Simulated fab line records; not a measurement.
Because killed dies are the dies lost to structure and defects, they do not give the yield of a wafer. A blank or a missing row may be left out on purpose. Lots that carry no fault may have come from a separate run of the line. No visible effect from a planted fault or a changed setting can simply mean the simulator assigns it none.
Which tool was responsible?    flow sky130    Sampling: 13 lots, 39 wafers, 3 of 708 route steps

WHAT THE GAUGES READ, wafer by wafer
SKY_FIELD_ISO_THK_MEAS_23.
lot   measured     on             FIELD_ISO_OXIDATION_01_THK (nm)
L977  day 2 10:57  film metro-01  9.89 9.85 10.03
L978  day 2 15:30  film metro-02  9.88 9.88 9.83
L979  day 2 19:35  film metro-01  9.93 9.83 9.86
L981  day 3 06:11  film metro-01  9.85 9.70 10.00
L982  day 3 10:34  film metro-01  10.09 10.06 10.20
L983  day 3 16:14  film metro-02  9.96 9.87 10.01
L986  day 4 07:31  film metro-01  9.76 9.70 9.68
L987  day 4 14:07  film metro-01  9.86 9.85 9.93
L990  day 5 07:29  film metro-03  10.10 10.05 10.08
L991  day 5 12:48  film metro-02  9.93 9.88 9.94
L993  day 5 20:01  film metro-02  9.78 9.79 10.07
L995  day 6 06:28  film metro-02  10.54 10.37 10.41
L100  day 7 08:02  film metro-02  10.24 10.15 10.14

SKY_SD_N_TW_MEAS_12.
lot   measured      on             SD_N_TW
L977  day 29 09:25  film metro-04  3915 3923 3908
L978  day 29 08:53  film metro-04  3911 3910 3916
L979  day 29 06:42  film metro-04  3915 3907 3898
L981  day 29 12:17  film metro-03  3963 3960 3958
L982  day 29 13:23  film metro-01  3974 3975 3969
L983  day 30 02:20  film metro-01  4008 4010 3999
L986  day 30 21:44  film metro-04  3894 3884 3885
L987  day 32 06:14  film metro-03  3976 3978 3988
L990  day 32 11:58  film metro-04  3926 3949 3930
L991  day 33 05:59  film metro-01  4001 4000 4007
L993  day 33 02:28  film metro-04  3946 3929 3954
L995  day 33 11:20  film metro-03  3985 3962 3954
L100  day 35 05:08  film metro-03  3988 3999 3999

WHAT TOOL EACH LOT RAN ON (gives the tool, then ch and the chambers of the sampled wafers, and finally the start)
lot   SKY_LDD_N_IMPLANT_10
L977  implanter-03 ch 0, day 19 06:43
L978  implanter-04 ch 0, day 19 06:43
L979  implanter-02 ch 0, day 19 06:26
L981  implanter-03 ch 0, day 19 15:02
L982  implanter-04 ch 0, day 19 15:19
L983  implanter-02 ch 0, day 20 05:47
L986  implanter-02 ch 0, day 21 01:27
L987  implanter-03 ch 0, day 22 14:31
L990  implanter-04 ch 0, day 22 21:21
L991  implanter-04 ch 0, day 23 15:48
L993  implanter-02 ch 0, day 23 14:13
L995  implanter-04 ch 0, day 23 23:52
L100  implanter-03 ch 0, day 25 23:44
- SKY_LDD_N_IMPLANT_10

AS READ BY THE TOOLS THEMSELVES (means over the sampled wafers that have a number; for cases with no such wafer, the mark the record gives instead)
SKY_LDD_N_IMPLANT_10.
lot   tool          dose ions cm2  faraday current uA  rotation deg (degrees)
L977  implanter-03  7.502e+13      423                 202.90
L978  implanter-04  7.494e+13      428                 203.03
L979  implanter-02  7.494e+13      424                 202.98
L981  implanter-03  7.497e+13      427                 202.98
L982  implanter-04  7.499e+13      420                 202.94
L983  implanter-02  7.501e+13      425                 202.97
L986  implanter-02  7.501e+13      425                 203.02
L987  implanter-03  7.497e+13      413                 202.94
L990  implanter-04  7.494e+13      415                 203.05
L991  implanter-04  6.455e+13      355                 202.99
L993  implanter-02  7.499e+13      419                 202.95
L995  implanter-04  6.455e+13      371                 203.00
L100  implanter-03  7.504e+13      416                 202.94

THE ANSWER, worked out from the rows above alone
Rule: the lots themselves supply what counts as usual. Put in order of their means at a reading, lots are off if they are a third of the lots or fewer, leave a main group of 4 or more, and stand apart from it by a gap of 3 or more times the standard deviation of the main group's means; of several such gaps the widest counts. Not used: any main group whose means are identical at the precision the tables above print for the reading. Also off: a lot with no number at a reading for which 4 or more lots have one. All remaining lots with rows at the step are treated as sound. Order of review: gauges by route order, followed by the tools' own readings, for which a lot's mean as printed above is used. The first step at which some lot is off is used, and at that step the reading that is off furthest; a lot without a number counts as furthest.
Off: L991, L995 (SKY_LDD_N_IMPLANT_10, dose ions cm2). For the main group the mean is 7.498e+13 and the standard deviation 3.3e+10.
A tool fits if, at that step or a process step before it, it ran every lot that is off, and no sound lot after the first of them. One fits: SKY_LDD_N_IMPLANT_10 on implanter-04. Its last sound lot is L990 (day 22 21:21), its first lot that is off L991 (day 23 15:48): a fault that began between those two fits.
The tool's own readings at SKY_LDD_N_IMPLANT_10 bear it out: on the lots that are off they differ by more than 5 times the standard deviation of the sound lots' means. dose ions cm2 reads 6.455e+13 there against 7.498e+13 on the sound lots; faraday current uA reads 363 there against 421 on the sound lots.

WHAT WAS PUT IN BY THE SIMULATOR
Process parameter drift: implanter-04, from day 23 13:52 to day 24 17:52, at SKY_LDD_N_IMPLANT_10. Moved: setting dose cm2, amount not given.
Lots struck among those shown: L991, L995. The same result came from the rule above.
